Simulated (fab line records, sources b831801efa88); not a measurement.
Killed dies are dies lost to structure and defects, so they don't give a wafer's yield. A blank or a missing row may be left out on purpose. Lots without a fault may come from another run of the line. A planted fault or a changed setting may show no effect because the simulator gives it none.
Which tool did it? | flow sky130 | 11 lots, 30 wafers sampled, at 7 steps of a route of 708

WHAT THE GAUGES READ, wafer by wafer
SKY_VIA3_RS_MEAS_22: measures by four-point-probe.
lot  | measured     | on            | VIA3_W_RS (ohm/sq)
L828 | day 39 12:11 | film_metro-04 | 0.298 0.298 0.299
L829 | day 40 02:01 | film_metro-04 | 0.294 0.297 0.295
L831 | day 40 12:37 | film_metro-03 | 0.294 0.290 0.290
L834 | day 41 18:01 | film_metro-04 | 0.300 0.299 0.299
L835 | day 42 13:49 | film_metro-04 | 0.301 0.299 0.301
L836 | day 43 02:54 | film_metro-04 | 0.287 0.289 0.289
L843 | day 44 09:08 | film_metro-04 | 0.298 0.189
L844 | day 44 17:23 | film_metro-02 | 0.300 0.191
L846 | day 45 10:36 | film_metro-03 | 0.297 0.190
L847 | day 45 15:52 | film_metro-03 | 0.295 0.293 0.297
L849 | day 45 17:40 | film_metro-04 | 0.295 0.290 0.294

SKY_VIA3_THK_MEAS_23: measures by xrf.
lot  | measured     | on            | VIA3_W_THK (nm)
L828 | day 39 12:18 | film_metro-04 | 391 389 387
L829 | day 40 02:07 | film_metro-04 | 395 396 400
L831 | day 40 12:44 | film_metro-03 | 393 396 399
L834 | day 41 18:07 | film_metro-04 | 391 391 392
L835 | day 42 13:56 | film_metro-04 | 387 387 385
L836 | day 43 02:59 | film_metro-04 | 407 405 406
L843 | day 44 09:14 | film_metro-04 | 391 -
L844 | day 44 17:30 | film_metro-02 | 401 -
L846 | day 45 10:41 | film_metro-03 | 399 -
L847 | day 45 15:59 | film_metro-03 | 403 406 403
L849 | day 45 17:47 | film_metro-04 | 398 404 399

SKY_METAL4_OVL_MEAS_14.
lot  | measured     | on         | METAL4_OVL (nm)
L828 | day 41 13:44 | overlay-02 | -4 3 -6
L829 | day 42 02:32 | overlay-02 | -3 -1 -3
L831 | day 42 13:02 | overlay-02 | 3 1 -4
L834 | day 43 17:50 | overlay-01 | -3 -1 -9
L835 | day 44 12:26 | overlay-01 | 6 4 0
L836 | day 45 00:12 | overlay-02 | -14 -3 -10
L843 | day 46 05:20 | overlay-01 | -15 -9
L844 | day 46 11:38 | overlay-01 | -6 -3
L846 | day 47 04:56 | overlay-01 | -1 -4
L847 | day 47 10:11 | overlay-02 | -8 -1 -11
L849 | day 47 10:46 | overlay-02 | -19 -8 -13

WHICH TOOL RAN EACH LOT (tool, then ch and the chambers of the sampled wafers, then the start)
lot  | SKY_METAL3_SPUTTER_00        | SKY_METAL3_DESCUM_15              | SKY_VIA3_CVD_21               | SKY_VIA3_CMP_24
L828 | pvd_sputter-02, day 36 05:11 | rie_metal-03 ch 0, day 38 08:43   | cvd_w-02 ch 0,1, day 39 12:04 | cmp-01 ch 0,1,2, day 39 12:25
L829 | pvd_sputter-01, day 36 18:38 | rie_metal-01 ch 0,1, day 38 22:25 | cvd_w-02 ch 0, day 40 01:52   | cmp-01 ch 0,1,3, day 40 02:16
L831 | pvd_sputter-02, day 37 06:02 | rie_metal-01 ch 0,1, day 39 09:14 | cvd_w-01 ch 0,1, day 40 12:29 | cmp-01 ch 0,3, day 40 12:47
L834 | pvd_sputter-01, day 38 12:26 | rie_metal-03 ch 0,1, day 40 15:08 | cvd_w-02 ch 0,1, day 41 17:52 | cmp-01 ch 1,2, day 41 18:13
L835 | pvd_sputter-01, day 39 09:03 | rie_metal-01 ch 0,1, day 41 11:02 | cvd_w-02 ch 0,1, day 42 13:41 | cmp-01 ch 0,1,2, day 42 13:59
L836 | pvd_sputter-01, day 40 01:04 | rie_metal-01 ch 0,1, day 42 01:26 | cvd_w-01 ch 0,1, day 43 02:46 | cmp-01 ch 0,1,3, day 43 03:07
L843 | pvd_sputter-01, day 41 07:20 | rie_metal-04 ch 0,1, day 43 07:40 | cvd_w-02 ch 1, day 44 08:55   | cmp-01 ch 2,3, day 44 09:26
L844 | pvd_sputter-04, day 41 14:58 | rie_metal-04 ch 0, day 43 16:11   | cvd_w-02 ch 0, day 44 17:10   | cmp-02 ch 3, day 44 17:36
L846 | pvd_sputter-02, day 42 12:01 | rie_metal-03 ch 1, day 44 10:13   | cvd_w-02 ch 0,1, day 45 10:27 | cmp-01 ch 2,3, day 45 10:52
L847 | pvd_sputter-02, day 42 17:59 | rie_metal-04 ch 0, day 44 15:46   | cvd_w-01 ch 0,1, day 45 15:44 | cmp-01 ch 0,2,3, day 45 16:02
L849 | pvd_sputter-01, day 42 20:35 | rie_metal-03 ch 0, day 44 17:50   | cvd_w-01 ch 0,1, day 45 17:32 | cmp-01 ch 1,3, day 45 17:51
- SKY_METAL3_SPUTTER_00: material Ti, target thk 15 nm, time 10 s.
- SKY_METAL3_DESCUM_15: chemistry O2, time 8 s.
- SKY_VIA3_CVD_21: deposits W, target thk 390 nm, time 117.31 s.
- SKY_VIA3_CMP_24: polishes, stops on SiO2, t overpolish 20 s, target thk 0 nm.

WHAT THE TOOLS THEMSELVES READ (means of the sampled wafers that have a number; where no wafer has one, the mark that the record gives instead)
SKY_METAL3_SPUTTER_00.
lot  | tool           | throttle_valve_pct (%)
L828 | pvd_sputter-02 | 28.9
L829 | pvd_sputter-01 | 29.0
L831 | pvd_sputter-02 | 28.6
L834 | pvd_sputter-01 | 30.2
L835 | pvd_sputter-01 | 29.8
L836 | pvd_sputter-01 | 29.3
L843 | pvd_sputter-01 | 30.9
L844 | pvd_sputter-04 | 30.4
L846 | pvd_sputter-02 | 28.9
L847 | pvd_sputter-02 | 28.9
L849 | pvd_sputter-01 | 29.8

SKY_METAL3_DESCUM_15.
lot  | tool         | drypump_motor_current_A (A) | oes_product_au (a.u.) | temp_c (C)
L828 | rie_metal-03 | 6.04                        | 1.002                 | 40.13
L829 | rie_metal-01 | 5.80                        | 0.999                 | 40.03
L831 | rie_metal-01 | 6.11                        | 0.992                 | 40.16
L834 | rie_metal-03 | 6.10                        | 1.002                 | 39.99
L835 | rie_metal-01 | 6.10                        | 1.001                 | 39.95
L836 | rie_metal-01 | 5.79                        | 0.998                 | 39.96
L843 | rie_metal-04 | 5.94                        | 1.013                 | 40.02
L844 | rie_metal-04 | 5.80                        | 1.022                 | 39.92
L846 | rie_metal-03 | 6.23                        | 0.998                 | 40.02
L847 | rie_metal-04 | 5.83                        | 1.017                 | 39.99
L849 | rie_metal-03 | 6.04                        | 1.000                 | 39.91

SKY_VIA3_CVD_21.
lot  | tool     | heater_power_w (W)
L828 | cvd_w-02 | 870
L829 | cvd_w-02 | 894
L831 | cvd_w-01 | 779
L834 | cvd_w-02 | 856
L835 | cvd_w-02 | 898
L836 | cvd_w-01 | 826
L843 | cvd_w-02 | 828
L844 | cvd_w-02 | 912
L846 | cvd_w-02 | 872
L847 | cvd_w-01 | 830
L849 | cvd_w-01 | 814

SKY_VIA3_CMP_24.
lot  | tool   | edge_zone_pressure_frac | motor_current_A (A) | time_to_endpoint_s (s)
L828 | cmp-01 | 1.000                   | 10.9                | 90
L829 | cmp-01 | 1.001                   | 10.4                | 97
L831 | cmp-01 | 1.001                   | 10.4                | 97
L834 | cmp-01 | 1.003                   | 11.5                | 94
L835 | cmp-01 | 1.005                   | 10.7                | 93
L836 | cmp-01 | 0.995                   | 10.5                | 94
L843 | cmp-01 | 1.000                   | 11.4                | 120
L844 | cmp-02 | 1.003                   | 10.2                | 117
L846 | cmp-01 | 0.997                   | 11.9                | 120
L847 | cmp-01 | 1.003                   | 10.8                | 94
L849 | cmp-01 | 1.002                   | 10.9                | 100

THE ANSWER, worked out from the rows above alone
Rule: what is usual is taken from the lots themselves. Put in order of their means at a reading, lots are off if they are a third of the lots or fewer, leave a main group of 4 or more, and stand apart from it by a gap of 3 or more times the standard deviation of the main group's means; of several such gaps the widest counts. A main group whose means are all the same, to the digits that the tables above print for the reading, isn't used. A lot without any number at a reading at which 4 lots or more have one is off too. The other lots that the step has rows for count as sound. The gauges are gone through in route order, then the tools' own readings, and for those a lot's mean is taken as printed above. The first step at which some lot is off is used, and at that step the reading that is off furthest; a lot without a number counts as furthest.
Off: L843, L844, L846, at SKY_VIA3_RS_MEAS_22 (VIA3_W_RS). The main group: mean 0.295 ohm/sq, standard deviation 0.0039.
A tool fits if, at a process step before that reading, it ran every lot that is off, and no sound lot after the first of them. The gauges at SKY_VIA3_RS_MEAS_22 aren't tried: what is off there is off at SKY_VIA3_CMP_24 too, on other tools, and a gauge's error can't cause that. One fits: cvd_w-02 at SKY_VIA3_CVD_21. Its last sound lot is L835 (day 42 13:41), its first lot that is off L843 (day 44 08:55): a fault that began between those two fits.

WHAT THE SIMULATOR HAD PUT IN
Process parameter drift: cvd_w-02, from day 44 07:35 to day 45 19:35, at SKY_VIA3_CVD_21. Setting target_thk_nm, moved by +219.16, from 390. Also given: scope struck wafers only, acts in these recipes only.
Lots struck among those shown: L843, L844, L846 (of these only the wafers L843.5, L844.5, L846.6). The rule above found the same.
